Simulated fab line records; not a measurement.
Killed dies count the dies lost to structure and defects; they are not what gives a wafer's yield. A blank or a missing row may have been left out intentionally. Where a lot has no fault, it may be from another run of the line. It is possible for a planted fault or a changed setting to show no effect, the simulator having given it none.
The tool behind it: which one? :: flow gf180mcu :: route of 602 steps, sampled at 1 step: 7 lots, 21 wafers

## WHAT THE GAUGES READ, wafer by wafer
GF_DUAL_GATE_OVL_MEAS_11.
lot: L515
measured: day 8 06:13
on: overlay-02
DUAL_GATE_OVL (nm): 0.9 0.7 2.7

lot: L519
measured: day 9 10:37
on: overlay-02
DUAL_GATE_OVL (nm): 0.5 -0.3 0.3

lot: L521
measured: day 10 02:56
on: overlay-01
DUAL_GATE_OVL (nm): -1.3 -1.6 -1.3

lot: L523
measured: day 11 06:14
on: overlay-02
DUAL_GATE_OVL (nm): -1.4 -1.1 -1.6

lot: L527
measured: day 12 15:17
on: overlay-02
DUAL_GATE_OVL (nm): 0.9 0.4 0.2

lot: L532
measured: day 13 23:37
on: overlay-02
DUAL_GATE_OVL (nm): 2.0 1.5 2.4

lot: L537
measured: day 15 09:10
on: overlay-01
DUAL_GATE_OVL (nm): 1.4 0.9 1.6

## EACH LOT AND THE TOOL THAT RAN IT (in order: tool; ch and the chambers of the sampled wafers; start)
Record: no process step prior to these readings.

## THE ANSWER, worked out from the rows above alone
Rule: the usual values come from the lots themselves. The widest of any qualifying gaps counts: lots, ordered by their means at a reading, are off when they make up no more than a third of the lots, leave a main group of 4 or more, and stand apart from it by 3 or more times the standard deviation of that group's means. A main group whose means are all the same, to the digits that the tables above print for the reading, isn't used. Also off: a lot with no number at a reading for which 4 or more lots have one. All remaining lots with rows at the step are treated as sound.
No lot is off at any reading shown: from this, nothing can be told.

## WHAT WAS PUT IN BY THE SIMULATOR
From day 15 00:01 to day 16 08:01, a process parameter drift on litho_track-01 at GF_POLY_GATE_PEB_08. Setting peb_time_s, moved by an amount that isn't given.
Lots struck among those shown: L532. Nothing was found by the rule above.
